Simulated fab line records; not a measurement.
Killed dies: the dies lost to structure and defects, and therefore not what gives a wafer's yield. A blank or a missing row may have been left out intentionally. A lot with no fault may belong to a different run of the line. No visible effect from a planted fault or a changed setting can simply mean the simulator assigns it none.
A struck lot beside a sound one	flow sky130	15 steps out of a route of 708
Sound: these wafers, L930.3, L930.4, L930.5. Wafers L920.1, L920.2, L920.4 were the ones struck. At the end, the cause is stated.
Order at every step that has rows: each side's tool, ch and its chambers, its first start. Under that, the readings that differ: sound wafers	struck wafers	difference of the means	sigmas: that difference in standard deviations of wafers without a fault.
alike: words and numbers the same on both sides, and readings whose means are apart by under 2 such deviations; not compared: readings that were withheld, readings missing a value for some wafer, numbers with overlapping values and no deviation given by the record, and bounds like >300 which may hide the same value.
Wherever a step has rows on one side only, a row that says differs or no value, or a row with sigmas, the two part there. When numbers do not overlap yet have no deviation, they are printed without sigmas and do not part them. A reading that every wafer of one side lacks parts them only if that side has two wafers or more.

SKY_VIA2_OVL_MEAS_13:
  struck on overlay-01, day 39 15:38; sound on overlay-01, day 42 10:09
  alike: VIA2_OVL
SKY_VIA2_ETCH_14: etches BARC in N2/H2, stops on SiO2, time 45.9 s, target depth 60 nm.
  sound on rie diel-01 ch 1,2, day 42 10:10; struck on rie diel-01 ch 1,2,3, day 39 15:40
  alike: drypump motor current A, h2 flow sccm, oes product au, throttle valve pct
  not compared: rf hours counter h
then, 1 step without rows for these wafers: SKY_VIA2_ETCH_15 (etches SiO2 in C4F8/O2/Ar, stops on TiN, target depth 546 nm, time 84 s).
SKY_VIA2_STRIP_16: strips in O2/N2.
  sound on plasma asher-02 ch 0,1, day 42 10:19; struck on plasma asher-02 ch 0,1, day 39 15:46
  alike: drypump motor current A, oes product au, strip time to endpoint s
  not compared: rf hours counter h
then, 3 steps without rows for these wafers: SKY_VIA2_STRIP_17 (strips in post etch residue remover, time 1200 s); SKY_VIA2_CLEAN_18 (cleans in IPA, time 180 s); SKY_VIA2_CLEAN_19 (cleans in O3/DIW).
SKY_VIA2_SPUTTER_20: material TiN, target thk 20 nm, time 80 s.
  struck on pvd sputter-02, day 39 16:24; sound on pvd sputter-01, day 42 10:55
  alike: cathode dc power W, chamber pressure pa, throttle valve pct
SKY_VIA2_CVD_21: deposits W, target thk 420 nm, time 126.4 s.
  sound on cvd w-01 ch 0,1, day 42 11:01; struck on cvd w-01 ch 0,1, day 39 16:28
  alike: heater power outer w, heater power w
SKY_VIA2_RS_MEAS_22: measures by four-point-probe.
  struck on film metro-03, day 39 16:35; sound on film metro-03, day 42 11:09
  alike: VIA2_W_RS
SKY_VIA2_THK_MEAS_23: measures by xrf.
  struck on film metro-03, day 39 16:43; sound on film metro-03, day 42 11:15
  alike: VIA2_W_THK
SKY_VIA2_CMP_24: polishes, stops on SiO2, t overpolish 20 s, target thk 0 nm.
  sound on cmp-01 ch 0,3, day 42 11:20; struck on cmp-02 ch 0,1,3, day 39 16:49
  alike: motor current A, overpolish run s, time to endpoint s
SKY_METAL3_SPUTTER_00: material Ti, target thk 15 nm, time 10 s.
  struck on pvd sputter-03, day 39 17:04; sound on pvd sputter-04, day 42 11:35
  no value came back on the struck wafers for cathode dc power W (W), chamber pressure pa (Pa), throttle valve pct (%); on the sound wafers cathode dc power W (W) reads 3000.3 2999.6 2999.7
then, 1 step without rows for these wafers: SKY_METAL3_SPUTTER_01 (material TiN, target thk 20 nm, time 16.7 s).
-- the record jumps here: 9 days lie between the struck wafers' starts before and after (it left off in module METAL3 and takes up again in module PAD_OPEN, whose first step shown is number 708 of the route) --
SKY_PAD_OPEN_PROBE_99:
  struck on prober-01, day 48 10:15; sound on prober-02, day 50 11:29
reading	sound	struck	difference	sigmas
killed at front end	21 29 18	14 18 12	-8	-2
model.etest.via2 chain.rc ohm	9.795 9.431 10.09	10.62 10.91 10.34	+0.85	
  alike: defect limited yield, killed_at_M0_to_M3, killed_at_M4_up, killed at contacts, killed at other, killed dies, killed on rim, killed open, killed short, sort_bin_3_pad_short, sort_bin_5_function, sort_bin_6_memory, sort n pass, sort yield pct

== WHERE THEY PART ==
Last at SKY_PAD_OPEN_PROBE_99 as far as this record goes, first at SKY_METAL3_SPUTTER_00.

WHY: the cause the simulator had injected
Beginning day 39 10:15, the whole step at SKY_METAL3_SPUTTER_00 was skipped on pvd sputter-03. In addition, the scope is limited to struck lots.
